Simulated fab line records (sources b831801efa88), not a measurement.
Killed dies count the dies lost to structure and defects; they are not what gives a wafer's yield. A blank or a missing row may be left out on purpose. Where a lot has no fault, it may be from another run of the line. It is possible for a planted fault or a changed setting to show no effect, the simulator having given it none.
A single fault, viewed from 2 desks	flow gf180mcu	only its own numbers are on each desk; what lay behind them is given at the end

## METROLOGY DESK
Means of the sampled wafers that have a number, per lot and without regard to the tool the lot ran on: this is what the gauges read. The brackets show how far a lot's mean lies from the usual mean; more than 4 standard deviations puts the lot out of limits, marked OUT.
Columns: A = VT_IMPLANT_03_OVL at GF_VT_IMPLANT_OVL_MEAS_40, usual 0.0 nm; B = SAB_OVL at GF_SAB_OVL_MEAS_10, usual 0.6 nm
lot	first seen here	A	B
L657	day 7 13:48	-0.6	-0.0
L658	day 7 21:10	0.5	-0.2
L659	day 8 02:40	-0.4	-1.0
L660	day 8 05:58	-1.1	1.2
L661	day 8 19:03	-1.0	0.7
L662	day 8 22:19	-0.9	1.0
L663	day 9 04:08	-0.4	0.5
L664	day 9 10:03	0.4	0.4
L665	day 9 19:07	1.7	-0.7
L669	day 10 18:57	0.5	-0.2
L671	day 11 18:09	0.2	2.0
L674	day 12 12:10	-0.3	2.6
L678	day 13 09:12	1.3	-0.6
Result from this desk: across the 13 lots, nothing is out of limits.

## TOOL OWNER'S DESK, litho-track-02
The tool's own readings at GF_DUAL_GATE_SOFTBAKE_07 (time 60 s): means of the sampled wafers that have a number, for each lot that ran on this tool. The brackets show how far a lot's mean lies from the usual mean; more than 4 standard deviations puts the lot out of limits, marked OUT.
Columns: A = run-length-s at GF_DUAL_GATE_SOFTBAKE_07, usual 89.09 s
lot	first seen here	A
L658	day 8 10:47	89.18
L660	day 8 17:32	89.37
L664	day 9 21:31	89.20
L665	day 10 06:11	89.20
L669	day 11 07:10	89.17
L671	day 12 11:44	99.62 (+59) OUT
L674	day 13 00:20	99.57 (+58) OUT
This desk finds L671, L674 out of limits, L671 being first, at day 12 11:44 (run-length-s at GF_DUAL_GATE_SOFTBAKE_07). L658, L660, L664, L665, L669 stayed within limits.

## PUT TOGETHER
On L671, L674, at day 12 11:44, an alarm was possible from the tool owner's desk.
From the metrology desk's view, nothing was out of limits.
The metrology desk has L671, L674 on record, within its limits.
Every lot named ran GF_DUAL_GATE_SOFTBAKE_07 on litho-track-02.

## WHAT HAD BEEN PUT IN BY THE SIMULATOR
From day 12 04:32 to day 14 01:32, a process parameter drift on litho-track-02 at GF_DUAL_GATE_SOFTBAKE_07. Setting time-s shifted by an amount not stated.
Lots struck among those shown: L671, L674.
Delay in hours, fault start to first out-of-limits reading, by desk: the tool owner's desk at 7.
